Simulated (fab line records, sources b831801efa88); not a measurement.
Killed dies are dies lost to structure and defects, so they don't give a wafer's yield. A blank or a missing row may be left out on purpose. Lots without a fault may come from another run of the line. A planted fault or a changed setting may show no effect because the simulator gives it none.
Chamber matching | flow sky130 | SKY_PASSIVATION_CVD_00 on pecvd-02: 3 sister chambers
The step deposits SiO2, target thk 90 nm. 3 wafers are shown with their chamber, then 10 later ones without.

WAFERS WITH THEIR CHAMBER
wafer  | chamber | heater_power_w (W)
L084.1 | 1       | 759
L084.6 | 0       | 743
L087.3 | 2       | 702

WAFERS WITHOUT THEIR CHAMBER
wafer  | heater_power_w (W)
L087.6 | 690
L088.1 | 675
L088.2 | 589
L088.6 | 761
L091.1 | 664
L091.2 | 682
L091.6 | 652
L096.1 | 635
L096.2 | 691
L096.6 | 541

WHICH CHAMBER EACH WENT THROUGH
wafer  | from the rows above          | in truth
L087.6 | can't be placed: 2 or 0 or 1 | 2
L088.1 | can't be placed: 2 or 0 or 1 | 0
L088.2 | can't be placed: 2 or 0 or 1 | 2
L088.6 | can't be placed: 1 or 0 or 2 | 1
L091.1 | can't be placed: 2 or 0 or 1 | 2
L091.2 | can't be placed: 2 or 0 or 1 | 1
L091.6 | can't be placed: 2 or 0 or 1 | 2
L096.1 | can't be placed: 2 or 0 or 1 | 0
L096.2 | can't be placed: 2 or 0 or 1 | 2
L096.6 | can't be placed: 2 or 0 or 1 | 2
Placed correctly: 0 of 10. Can't be placed from these rows: 10 (the true chamber is among the candidates in 10). Placed wrongly: 0.
How it was worked out, from the rows above alone: a wafer's distance from a chamber is the root of the sum, over the readings, of the square of ((its reading less the chamber's mean) divided by the reading's scatter). The wafer belongs to the nearest chamber; if the next one is less than 2 further off, it can't be placed. A chamber's mean is the mean of its shown wafers. The scatter: with one shown wafer a chamber, the root of the mean of the squares of how far each hidden wafer lies from its nearest shown one.
